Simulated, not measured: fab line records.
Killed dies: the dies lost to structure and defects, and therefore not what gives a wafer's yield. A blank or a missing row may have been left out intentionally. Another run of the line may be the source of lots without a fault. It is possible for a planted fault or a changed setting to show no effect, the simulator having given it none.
A lot that was struck, set against a sound lot ; flow sky130 ; 15 steps out of a route of 708
Sound: wafers L499.3, L499.4, L499.6. Wafers L504.1, L504.2, L504.3 were the ones struck. The cause comes at the end.
Order at every step that has rows: each side's tool, ch and its chambers, its first start. Under that, the readings that differ: sound wafers ; struck wafers ; difference of the means ; sigmas: that difference in standard deviations of wafers without a fault.
alike: a reading whose means differ by less than 2 such deviations, as well as words and numbers matching on both sides. not compared: withheld readings; readings where some wafer has no value; bounds like >300 that might hide an equal value; numbers whose values overlap and for which the record gives no deviation.
A row with sigmas, a row that says differs or no value, or rows on one side alone: a step with any of these is where the two part. Numbers that don't overlap but have no deviation are shown without sigmas and don't part them. A reading that every wafer of one side lacks parts them only if that side has two wafers or more.

SKY_METAL2_SPUTTER_02: material AlCu, target thk 250 nm, time 13.3 s.
  sound on pvdSputter-02, day 33 18:05; struck on pvdSputter-01, day 36 07:53
reading;sound;struck;difference;sigmas
throttleValvePct (%);31.2 29.7 31.6;28.6 29.7 28.8;-1.8;-2
SKY_METAL2_SPUTTER_03: material Ti, target thk 5 nm, time 3.3 s.
  sound on pvdSputter-02, day 33 18:07; struck on pvdSputter-01, day 36 07:54
reading;sound;struck;difference;sigmas
throttleValvePct (%);31.4 30.0 31.2;29.3 29.6 28.8;-1.6;-2
SKY_METAL2_SPUTTER_04: material TiN, target thk 70 nm, time 58.3 s.
  sound on pvdSputter-02, day 33 18:08; struck on pvdSputter-01, day 36 07:55
reading;sound;struck;difference;sigmas
throttleValvePct (%);31.1 30.0 31.3;29.1 29.6 29.1;-1.5;-2
SKY_METAL2_RS_MEAS_05: the measuring method here is four-point-probe.
  sound on filmMetro-04, day 33 18:13; struck on filmMetro-04, day 36 07:58
  alike: METAL2_ALCU_RS
SKY_METAL2_THK_MEAS_06: measures by xrf.
  sound on filmMetro-04, day 33 18:19; struck on filmMetro-04, day 36 08:05
  alike: METAL2_ALCU_THK
then, 7 steps without rows for these wafers: SKY_METAL2_DEHYDRATE_07 (time 60 s); SKY_METAL2_HMDS_08 (prime time 60 s); SKY_METAL2_COAT_09 (resist thk 60 nm); SKY_METAL2_COAT_10 (resist thk 450 nm); SKY_METAL2_SOFTBAKE_11 (time 90 s); SKY_METAL2_EXPOSE_12 (exposes mask MM2, target cd 140 nm); SKY_METAL2_PEB_13.
SKY_METAL2_DEVELOP_14: develop time 60 s.
  sound on lithoTrack-01 ch 0, day 34 20:00; struck on lithoTrack-03 ch 0, day 37 08:00
reading;sound;struck;difference;sigmas
developerTempC (C);20.93 21.13 21.11;21.88 21.84 21.92;+0.82;+8
SKY_METAL2_CD_MEAS_15: the cd target is 140 nm.
  sound on cdSem-01, day 34 20:24; struck on cdSem-01, day 37 09:07
  alike: cdNm
-- the record jumps here: 10 days lie between the struck wafers' starts before and after (it left off in module METAL2 and takes up again in module PAD_OPEN, whose first step shown is number 708 of the route) --
SKY_PAD_OPEN_PROBE_99:
  sound on prober-02, day 45 14:26; struck on prober-01, day 47 09:49
  alike: defectLimitedYield, killed_at_M0_to_M3, killed_at_M4_up, killedAtContacts, killedAtFrontEnd, killedAtOther, killedDies, killedOpen, killedShort, sort_bin_3_pad_short, sort_bin_5_function, sort_bin_6_memory, sortNPass, sortYieldPct

## WHERE THEY PART
Earliest at SKY_METAL2_SPUTTER_02; latest, in this record, at SKY_METAL2_DEVELOP_14. Later steps at which nothing parts them and some readings are alike: SKY_METAL2_CD_MEAS_15, SKY_PAD_OPEN_PROBE_99.

WHY: whatever the simulator had introduced
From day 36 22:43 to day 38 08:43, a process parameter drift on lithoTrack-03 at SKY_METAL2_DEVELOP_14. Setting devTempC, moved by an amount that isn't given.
